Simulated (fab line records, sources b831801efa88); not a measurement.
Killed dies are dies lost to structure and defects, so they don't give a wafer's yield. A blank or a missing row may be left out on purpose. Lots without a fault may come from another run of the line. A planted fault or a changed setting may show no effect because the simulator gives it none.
Which tool did it? | flow sky130 | 6 lots, 18 wafers sampled, at 2 steps of a route of 708

WHAT THE GAUGES READ, wafer by wafer
SKY_METAL1_CD_MEAS_15: target cd 140 nm.
lot  | measured     | on        | cd_nm (nm)
L243 | day 34 16:08 | cd_sem-01 | 140.2 140.3 139.5
L247 | day 36 00:08 | cd_sem-01 | 140.3 139.2 138.7
L249 | day 36 14:37 | cd_sem-01 | 140.1 140.6 140.7
L254 | day 38 04:45 | cd_sem-02 | 140.0 140.2 139.0
L259 | day 39 12:41 | cd_sem-01 | 140.2 140.7 141.1
L261 | day 40 01:29 | cd_sem-01 | 139.1 139.4 140.1

WHICH TOOL RAN EACH LOT (tool, then ch and the chambers of the sampled wafers, then the start)
lot  | SKY_LI_CONTACT_CVD_21
L243 | cvd_w-01 ch 0,1, day 31 04:25
L247 | cvd_w-01 ch 0,1, day 32 13:26
L249 | cvd_w-01 ch 0,1, day 33 03:34
L254 | cvd_w-01 ch 0,1, day 34 18:49
L259 | cvd_w-02 ch 0,1, day 36 04:32
L261 | cvd_w-02 ch 0,1, day 36 16:31
- SKY_LI_CONTACT_CVD_21: deposits W, target thk 400 nm, time 120.56 s.

THE ANSWER, worked out from the rows above alone
Rule: what is usual is taken from the lots themselves. Put in order of their means at a reading, lots are off if they are a third of the lots or fewer, leave a main group of 4 or more, and stand apart from it by a gap of 3 or more times the standard deviation of the main group's means; of several such gaps the widest counts. A main group whose means are all the same, to the digits that the tables above print for the reading, isn't used. A lot without any number at a reading at which 4 lots or more have one is off too. The other lots that the step has rows for count as sound.
No lot is off at any reading shown: from this, nothing can be told.

WHAT THE SIMULATOR HAD PUT IN
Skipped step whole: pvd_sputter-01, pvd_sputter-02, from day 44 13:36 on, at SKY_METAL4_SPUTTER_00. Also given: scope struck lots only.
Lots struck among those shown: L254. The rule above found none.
